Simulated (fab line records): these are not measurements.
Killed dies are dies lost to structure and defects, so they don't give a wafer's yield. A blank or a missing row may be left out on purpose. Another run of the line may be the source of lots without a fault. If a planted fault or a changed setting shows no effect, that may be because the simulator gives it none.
fab line records -- flow sky130
record: lots: 7, wafers: 21, lastDay: 50
route steps=708 shown LDD_N@253 LDD_P@255 LDD_HVN@267 LDD_HVP@278
lots untouched by any fault: they come from a run of this same line in which no faults occurred
startH: hours from the record's first day to the start of the lot's first wafer shown -- waitH: how many hours have passed since the lot's step before this one -- " unchanged from the row above -- L1.1+2: one row covering several wafers at once -- - no value present, or no start provided -- * or withheld: withheld -- < > ~ a bound
route shown NAME@n: NAME is a module with steps in the file, n the number in the route of the first one -- usual: mean/standard deviation of fault-free wafers -- same: alike in all rows -- chamber/n: place in a boat -- sites: readings site by site -- _std_site: standard deviation of those values -- _edge_site: mean of outer sites minus mean of inner sites -- radiusMm: for every site, how far away it sits from the centre of the wafer -- mask NAME#n: copy n -- behind: the last tool/chamber to shape the wafer -- hold: why the lot went on hold/how many hours it stayed there/how the hold came to an end -- device: transistor that didn't switch, given as n, p or np -- end of line: tests of these same wafers at the route's end -- for a step that has no rows: nothing shown but its recipe -- killed: not the wafer's yield, but the dies lost to structure and defects at the first sort -- map: per-die view of a wafer (x killed, . not killed, _ where there is no die)
set.NAME: the setting the step ran with; set.NAME@STEP: the setting that earlier step ran with -- model.NAME: the simulator's own value behind a step, which no gauge read
a table for each step, a row for each wafer; lots at some steps of the route
services: a tool's chamber out of use, with start hour (startH, from the record's first day; less than 0 if before it), hours out, and reason
== steps ==
step: SKY_LDD_N_STRIP_16
recipe: chemistry: O2/N2, powerW: 1400, pressureMtorr: 1500, platenTempC: withheld, o2FlowSccm: 3000, n2FlowSccm: 300, overashFraction: 0.5
usual: chamberPressureMTorr: 1499.7/1.3, drypumpMotorCurrentA: 5.77/0.27, oesProductAu: 0.407/0.0042, stripTimeToEndpointS: 4.318/0.013
lot.wafer,tool,chamber,startH,waitH,chamberPressureMTorr,drypumpMotorCurrentA,oesProductAu,rfHoursCounterH,stripTimeToEndpointS
L434.2,plasmaAsher-02,0,429.76,0.1,1499.9,5.62,0.400,77,4.316
L434.5,plasmaAsher-02,0,429.76,0.1,1500.0,5.62,0.406,-,4.318
L434.6,plasmaAsher-02,1,429.76,0.1,1499.7,5.80,0.411,-,4.304
L440.3,plasmaAsher-01,1,486.94,0.1,1499.8,6.28,0.406,-,4.304
L440.5,plasmaAsher-01,1,486.94,0.1,1501.2,6.29,0.415,-,4.312
L440.6,plasmaAsher-01,0,486.94,0.1,1499.2,5.99,0.411,-,4.326
L444.4,plasmaAsher-02,0,502.99,0.1,1498.7,5.61,0.402,-,4.327
L444.5,plasmaAsher-02,0,502.99,0.1,1498.9,5.63,0.409,-,4.316
L444.6,plasmaAsher-02,1,502.99,0.1,1500.1,5.79,0.401,-,4.302
L445.1,plasmaAsher-01,1,505.94,0.1,1498.8,6.30,0.399,38,4.310
L445.2,plasmaAsher-01,0,505.94,0.1,1499.6,5.97,0.410,38,4.299
L445.4,plasmaAsher-01,0,505.94,0.1,1500.0,6.00,0.412,-,4.302
L446.1,plasmaAsher-02,1,513.66,0.1,1500.2,5.77,0.405,85,4.330
L446.3,plasmaAsher-02,1,513.66,0.1,1498.5,5.79,0.409,-,4.332
L446.5,plasmaAsher-02,1,513.66,0.1,1499.9,5.79,0.402,-,4.308
L452.3,plasmaAsher-03,0,576.38,0.1,1498.7,5.67,0.404,-,4.324
L452.4,plasmaAsher-03,1,576.38,0.1,1502.0,5.41,0.406,-,4.336
L452.5,plasmaAsher-03,1,576.38,0.1,1499.3,5.42,0.404,-,4.336
L456.1,plasmaAsher-03,1,603.69,0.1,1499.5,5.42,0.403,76,4.331
L456.3,plasmaAsher-03,0,603.69,0.1,1500.8,5.71,0.408,-,4.319
L456.5,plasmaAsher-03,0,603.69,0.1,1499.3,5.69,0.408,-,4.325
step: SKY_LDD_N_TW_MEAS_17
usual: LDD_N_TW: 2578/15
lot.wafer,tool,chamber,startH,waitH,LDD_N_TW
L434.2,filmMetro-01,-,429.87,0.1,2599
L434.5,filmMetro-01,-,429.87,0.1,2601
L434.6,filmMetro-01,-,429.87,0.1,2606
L440.3,filmMetro-02,-,487.03,0.1,2562
L440.5,filmMetro-02,-,487.03,0.1,2559
L440.6,filmMetro-02,-,487.03,0.1,2570
L444.4,filmMetro-02,-,503.09,0.1,2566
L444.5,filmMetro-02,-,503.09,0.1,2560
L444.6,filmMetro-02,-,503.09,0.1,2575
L445.1,filmMetro-01,-,506.04,0.1,2590
L445.2,filmMetro-01,-,506.04,0.1,2603
L445.4,filmMetro-01,-,506.04,0.1,2603
L446.1,filmMetro-02,-,513.76,0.1,2574
L446.3,filmMetro-02,-,513.76,0.1,2563
L446.5,filmMetro-02,-,513.76,0.1,2570
L452.3,filmMetro-01,-,576.47,0.1,2592
L452.4,filmMetro-01,-,576.47,0.1,2598
L452.5,filmMetro-01,-,576.47,0.1,2592
L456.1,filmMetro-01,-,603.79,0.1,2573
L456.3,filmMetro-01,-,603.79,0.1,2587
L456.5,filmMetro-01,-,603.79,0.1,2582
step: SKY_LDD_P_DEHYDRATE_00
recipe: tempC: 200, timeS: 60
step: SKY_LDD_P_HMDS_01
recipe: primeTimeS: 60, primeTempC: 120
step: SKY_LDD_P_COAT_02
recipe: resist: NOVOLAK, spinRpm: 3000, resistThkNm: 1140
step: SKY_LDD_P_SOFTBAKE_03
recipe: tempC: 90, timeS: 60, resist: NOVOLAK
step: SKY_LDD_P_EXPOSE_04
recipe: maskId: PSDM, na: 0.6, sourceShape: conventional, sigmaOuter: 0.6, polarization: unpolarized, targetCdNm: 380, doseMj: 138
step: SKY_LDD_P_PEB_05
recipe: tempC: withheld, timeS: *, resist: NOVOLAK
step: SKY_LDD_P_DEVELOP_06
recipe: resist: NOVOLAK, developer: TMAH, developTimeS: 60, devTempC: 23
step: SKY_LDD_P_CD_MEAS_07
recipe: targetCdNm: 380
usual: cdNm: 380.6/2.5
lot.wafer,tool,chamber,startH,waitH,cdNm
L434.2,cdSem-02,-,460.23,0.1,379.8
L434.5,cdSem-02,-,460.23,0.1,380.0
L434.6,cdSem-02,-,460.23,0.1,378.6
L440.3,cdSem-02,-,517.29,0.1,381.8
L440.5,cdSem-02,-,517.29,0.1,383.1
L440.6,cdSem-02,-,517.29,0.1,382.1
L444.4,cdSem-02,-,533.31,0.1,381.1
L444.5,cdSem-02,-,533.31,0.1,382.7
L444.6,cdSem-02,-,533.31,0.1,382.3
L445.1,cdSem-01,-,535.82,0.1,376.4
L445.2,cdSem-01,-,535.82,0.1,380.4
L445.4,cdSem-01,-,535.82,0.1,378.3
L446.1,cdSem-01,-,544.37,0.1,380.9
L446.3,cdSem-01,-,544.37,0.1,377.4
L446.5,cdSem-01,-,544.37,0.1,379.3
L452.3,cdSem-02,-,605.76,0.1,383.9
L452.4,cdSem-02,-,605.76,0.1,380.6
L452.5,cdSem-02,-,605.76,0.1,382.3
L456.1,cdSem-01,-,632.67,0.1,378.9
L456.3,cdSem-01,-,632.67,0.1,379.5
L456.5,cdSem-01,-,632.67,0.1,378.9
step: SKY_LDD_P_OVL_MEAS_08
usual: LDD_P_OVL: 0.9/1.3
lot.wafer,tool,chamber,startH,waitH,LDD_P_OVL[nm]
L434.2,overlay-02,-,460.34,0.1,1.4
L434.5,overlay-02,-,460.34,0.1,0.3
L434.6,overlay-02,-,460.34,0.1,-0.5
L440.3,overlay-02,-,517.39,0.1,2.3
L440.5,overlay-02,-,517.39,0.1,2.6
L440.6,overlay-02,-,517.39,0.1,2.3
L444.4,overlay-02,-,533.39,0.1,0.0
L444.5,overlay-02,-,533.39,0.1,-0.9
L444.6,overlay-02,-,533.39,0.1,-0.2
L445.1,overlay-02,-,535.94,0.1,-1.7
L445.2,overlay-02,-,535.94,0.1,0.6
L445.4,overlay-02,-,535.94,0.1,1.1
L446.1,overlay-01,-,544.49,0.1,2.8
L446.3,overlay-01,-,544.49,0.1,2.0
L446.5,overlay-01,-,544.49,0.1,2.7
L452.3,overlay-01,-,605.85,0.1,1.4
L452.4,overlay-01,-,605.85,0.1,1.3
L452.5,overlay-01,-,605.85,0.1,1.6
L456.1,overlay-01,-,632.79,0.1,2.9
L456.3,overlay-01,-,632.79,0.1,3.5
L456.5,overlay-01,-,632.79,0.1,2.4
step: SKY_LDD_P_IMPLANT_09
recipe: species: BF2, energyKev: 24.5, doseCm2: 1e+13, tiltDeg: withheld
step: SKY_LDD_P_STRIP_10
recipe: chemistry: O2/N2, powerW: 1400, pressureMtorr: 1500, platenTempC: withheld, o2FlowSccm: 3000, n2FlowSccm: 300, overashFraction: 0.5
usual: chamberPressureMTorr: 1500.0/1.3, drypumpMotorCurrentA: 5.86/0.26, oesProductAu: 0.715/0.0041, stripTimeToEndpointS: 14.18/0.039
lot.wafer,tool,chamber,startH,waitH,chamberPressureMTorr,drypumpMotorCurrentA,oesProductAu,rfHoursCounterH,stripTimeToEndpointS,model.NOVOLAK_of_LDD_P_COAT_02.thkNm
L434.2,plasmaAsher-02,1,460.52,0.1,1499.1,5.80,0.714,79,14.18,0
L434.5,plasmaAsher-02,0,460.52,0.1,1499.3,5.62,0.715,-,14.15,0
L434.6,plasmaAsher-02,1,460.52,0.1,1500.7,5.81,0.716,-,14.13,0
L440.3,plasmaAsher-02,1,517.59,0.1,1501.2,5.77,0.718,-,14.15,0
L440.5,plasmaAsher-02,0,517.59,0.1,1496.5,5.64,0.713,-,14.12,0
L440.6,plasmaAsher-02,1,517.59,0.1,1499.5,5.79,0.710,-,14.15,0
L444.4,plasmaAsher-04,1,533.59,0.1,-,-,-,-,-,1142
L444.5,plasmaAsher-04,0,533.59,0.1,-,-,-,-,-,1142
L444.6,plasmaAsher-04,1,533.59,0.1,-,-,-,-,-,1143
L445.1,plasmaAsher-02,1,536.12,0.1,-,-,-,-,-,1141
L445.2,plasmaAsher-02,0,536.12,0.1,-,-,-,-,-,1140
L445.4,plasmaAsher-02,0,536.12,0.1,-,-,-,-,-,1138
L446.1,plasmaAsher-02,1,544.67,0.1,-,-,-,-,-,1133
L446.3,plasmaAsher-02,0,544.67,0.1,-,-,-,-,-,1136
L446.5,plasmaAsher-02,0,544.67,0.1,-,-,-,-,-,1134
L452.3,plasmaAsher-04,0,606.06,0.1,1498.4,5.58,0.714,-,14.20,0
L452.4,plasmaAsher-04,1,606.06,0.1,1499.5,6.18,0.716,-,14.17,0
L452.5,plasmaAsher-04,0,606.06,0.1,1499.9,5.59,0.713,-,14.20,0
L456.1,plasmaAsher-01,1,632.97,0.1,1499.3,6.31,0.716,49,14.19,0
L456.3,plasmaAsher-01,0,632.97,0.1,1498.9,5.96,0.714,-,14.18,0
L456.5,plasmaAsher-01,1,632.97,0.1,1497.5,6.30,0.721,-,14.17,0
step: SKY_LDD_P_TW_MEAS_11
usual: LDD_P_TW: 634/3.8
lot.wafer,tool,chamber,startH,waitH,LDD_P_TW
L434.2,filmMetro-04,-,460.63,0.1,631
L434.5,filmMetro-04,-,460.63,0.1,634
L434.6,filmMetro-04,-,460.63,0.1,631
L440.3,filmMetro-04,-,517.68,0.1,633
L440.5,filmMetro-04,-,517.68,0.1,628
L440.6,filmMetro-04,-,517.68,0.1,629
L444.4,filmMetro-04,-,533.69,0.1,630
L444.5,filmMetro-04,-,533.69,0.1,631
L444.6,filmMetro-04,-,533.69,0.1,631
L445.1,filmMetro-04,-,536.22,0.1,632
L445.2,filmMetro-04,-,536.22,0.1,633
L445.4,filmMetro-04,-,536.22,0.1,632
L446.1,filmMetro-04,-,544.77,0.1,626
L446.3,filmMetro-04,-,544.77,0.1,632
L446.5,filmMetro-04,-,544.77,0.1,632
L452.3,filmMetro-03,-,606.14,0.1,635
L452.4,filmMetro-03,-,606.14,0.1,635
L452.5,filmMetro-03,-,606.14,0.1,634
L456.1,filmMetro-03,-,633.07,0.1,640
L456.3,filmMetro-03,-,633.07,0.1,639
L456.5,filmMetro-03,-,633.07,0.1,641
step: SKY_LDD_HVN_DEHYDRATE_00
recipe: tempC: 200, timeS: 60
step: SKY_LDD_HVN_HMDS_01
recipe: primeTimeS: 60, primeTempC: 120
step: SKY_LDD_HVN_COAT_02
recipe: resist: NOVOLAK, spinRpm: 3000, resistThkNm: 300
step: SKY_LDD_HVN_SOFTBAKE_03
recipe: tempC: 90, timeS: 60, resist: NOVOLAK
step: SKY_LDD_HVN_EXPOSE_04
recipe: maskId: HVNTM, na: 0.6, sourceShape: conventional, sigmaOuter: 0.6, polarization: unpolarized, targetCdNm: 700, doseMj: 127
step: SKY_LDD_HVN_PEB_05
recipe: tempC: withheld, timeS: *, resist: NOVOLAK
step: SKY_LDD_HVN_DEVELOP_06
recipe: resist: NOVOLAK, developer: TMAH, developTimeS: 60, devTempC: 23
step: SKY_LDD_HVN_OVL_MEAS_07
usual: LDD_HVN_OVL: 0.3/1.5
lot.wafer,tool,chamber,startH,waitH,LDD_HVN_OVL[nm]
L434.2,overlay-02,-,491.81,0.1,1.2
L434.5,overlay-02,-,491.81,0.1,1.8
L434.6,overlay-02,-,491.81,0.1,0.8
L440.3,overlay-01,-,547.23,0.1,-0.4
L440.5,overlay-01,-,547.23,0.1,1.5
L440.6,overlay-01,-,547.23,0.1,0.8
L444.4,overlay-01,-,562.24,0.1,-1.0
L444.5,overlay-01,-,562.24,0.1,-1.2
L444.6,overlay-01,-,562.24,0.1,-0.7
L445.1,overlay-02,-,565.45,0.1,1.0
L445.2,overlay-02,-,565.45,0.1,-0.4
L445.4,overlay-02,-,565.45,0.1,-1.0
L446.1,overlay-01,-,574.45,0.1,0.1
L446.3,overlay-01,-,574.45,0.1,-1.1
L446.5,overlay-01,-,574.45,0.1,-2.5
L452.3,overlay-02,-,634.73,0.1,-0.3
L452.4,overlay-02,-,634.73,0.1,0.0
L452.5,overlay-02,-,634.73,0.1,-1.0
L456.1,overlay-02,-,661.87,0.1,0.1
L456.3,overlay-02,-,661.87,0.1,1.9
L456.5,overlay-02,-,661.87,0.1,0.7
step: SKY_LDD_HVN_IMPLANT_08
recipe: species: P, energyKev: 60.33, doseCm2: 3e+13, tiltDeg: 40
step: SKY_LDD_HVN_STRIP_09
recipe: chemistry: O2/N2, powerW: 1400, pressureMtorr: 1500, platenTempC: withheld, o2FlowSccm: 3000, n2FlowSccm: 300, overashFraction: 0.5
usual: chamberPressureMTorr: 1500.0/1.3, drypumpMotorCurrentA: 5.8/0.32, oesProductAu: 0.409/0.0045, stripTimeToEndpointS: 4.134/0.017
lot.wafer,tool,chamber,startH,waitH,chamberPressureMTorr,drypumpMotorCurrentA,oesProductAu,rfHoursCounterH,stripTimeToEndpointS
L434.2,plasmaAsher-03,1,491.99,0.1,1500.5,5.4,0.408,65,4.121
L434.5,plasmaAsher-03,1,491.99,0.1,1499.4,5.4,0.413,-,4.151
L434.6,plasmaAsher-03,0,491.99,0.1,1501.6,5.7,0.409,-,4.131
L440.3,plasmaAsher-03,0,547.44,0.1,1501.3,5.7,0.409,-,4.135
L440.5,plasmaAsher-03,0,547.44,0.1,1499.6,5.7,0.412,-,4.139
L440.6,plasmaAsher-03,1,547.44,0.1,1501.2,5.4,0.407,-,4.107
L444.4,plasmaAsher-04,0,562.44,0.1,1499.1,5.6,0.724,-,21.781
L444.5,plasmaAsher-04,0,562.44,0.1,1499.9,5.6,0.721,-,21.759
L444.6,plasmaAsher-04,1,562.44,0.1,1501.4,6.2,0.718,-,21.801
L445.1,plasmaAsher-01,1,565.64,0.1,1498.3,6.3,0.727,42,21.766
L445.2,plasmaAsher-01,0,565.64,0.1,1500.8,6.0,0.719,42,21.750
L445.4,plasmaAsher-01,1,565.64,0.1,1499.1,6.3,0.717,-,21.716
L446.1,plasmaAsher-03,0,574.64,0.1,1498.7,5.6,0.724,74,21.644
L446.3,plasmaAsher-03,1,574.64,0.1,1502.3,5.4,0.731,-,21.684
L446.5,plasmaAsher-03,1,574.64,0.1,1501.9,5.4,0.720,-,21.684
L452.3,plasmaAsher-03,1,634.94,0.1,1499.0,5.4,0.408,-,4.144
L452.4,plasmaAsher-03,0,634.94,0.1,1500.0,5.7,0.411,-,4.142
L452.5,plasmaAsher-03,1,634.94,0.1,1500.3,5.4,0.415,-,4.169
L456.1,plasmaAsher-03,1,662.06,0.1,1501.9,5.4,0.410,82,4.129
L456.3,plasmaAsher-03,0,662.06,0.1,1498.0,5.6,0.411,-,4.153
L456.5,plasmaAsher-03,0,662.06,0.1,1498.0,5.6,0.413,-,4.151
step: SKY_LDD_HVN_TW_MEAS_10
usual: LDD_HVN_TW: 1440/12
lot.wafer,tool,chamber,startH,waitH,LDD_HVN_TW
L434.2,filmMetro-04,-,492.10,0.1,1439
L434.5,filmMetro-04,-,492.10,0.1,1436
L434.6,filmMetro-04,-,492.10,0.1,1434
L440.3,filmMetro-03,-,547.53,0.1,1444
L440.5,filmMetro-03,-,547.53,0.1,1448
L440.6,filmMetro-03,-,547.53,0.1,1448
L444.4,filmMetro-02,-,562.54,0.1,30
L444.5,filmMetro-02,-,562.54,0.1,30
L444.6,filmMetro-02,-,562.54,0.1,30
L445.1,filmMetro-02,-,565.74,0.1,30
L445.2,filmMetro-02,-,565.74,0.1,30
L445.4,filmMetro-02,-,565.74,0.1,30
L446.1,filmMetro-02,-,574.74,0.1,30
L446.3,filmMetro-02,-,574.74,0.1,30
L446.5,filmMetro-02,-,574.74,0.1,30
L452.3,filmMetro-04,-,635.02,0.1,1444
L452.4,filmMetro-04,-,635.02,0.1,1445
L452.5,filmMetro-04,-,635.02,0.1,1450
L456.1,filmMetro-04,-,662.16,0.1,1456
L456.3,filmMetro-04,-,662.16,0.1,1462
L456.5,filmMetro-04,-,662.16,0.1,1457
step: SKY_LDD_HVP_DEHYDRATE_00
recipe: tempC: 200, timeS: 60
== services ==
tool,chamber,startH,hours,kind
plasmaAsher-04,-,421.25,9.0,pm
plasmaAsher-04,0,421.25,9.0,ventCycle
plasmaAsher-04,1,421.25,9.0,ventCycle
plasmaAsher-04,0,430.25,-,clean
plasmaAsher-04,1,430.25,-,clean
plasmaAsher-01,-,480.93,4.5,repair
plasmaAsher-01,-,488.27,3.8,repair
plasmaAsher-03,-,490.70,1.2,repair
plasmaAsher-01,-,509.06,10.3,pm
plasmaAsher-01,-,531.64,4.3,pm
plasmaAsher-03,-,551.24,1.0,repair
plasmaAsher-02,-,614.75,4.3,pm
plasmaAsher-03,-,649.23,1.9,repair
== key ==
firstSign: step: SKY_LDD_P_STRIP_10, reading: toolRecord, direction: missing
effect: step: SKY_LDD_HVN_STRIP_09, reading: stripTimeToEndpointS, direction: up, sigmas: 99+, usual: *, struck: *
effect: step: SKY_LDD_HVN_TW_MEAS_10, reading: LDD_HVN_TW, direction: down, sigmas: 99+, usual: 1440, struck: 30
modelEffect: step: SKY_LDD_P_STRIP_10, value: NOVOLAK_of_LDD_P_COAT_02.thkNm, without: 0, struck: 1139
metAt SKY_LDD_P_STRIP_10
struckWafers L444.4,L444.5,L444.6,L445.1,L445.2,L445.4,L446.1,L446.3,L446.5
sortLeftOut L444.4,L444.5,L444.6,L445.1,L445.2,L445.4,L446.1,L446.3,L446.5
testerLeftOut L444,L445,L446
onsetBetween 517.59 533.59
fault: kind: skippedStepWhole, tool: plasmaAsher-02,plasmaAsher-04, chamber: -, onsetH: 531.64, steps: SKY_LDD_P_STRIP_10, scope: struckLotsOnly
testerLeftOut: of these lots the tester's yield and bins aren't shown, on N5 and GAA mostly nor the transistor test; their killed dies are dies lost to structure and defects alone, not to doping, threshold or leakage, so they don't give the yield
sortLeftOut: the simulated sort isn't trusted on such a fault, so these wafers' sort isn't shown, and their yield isn't known
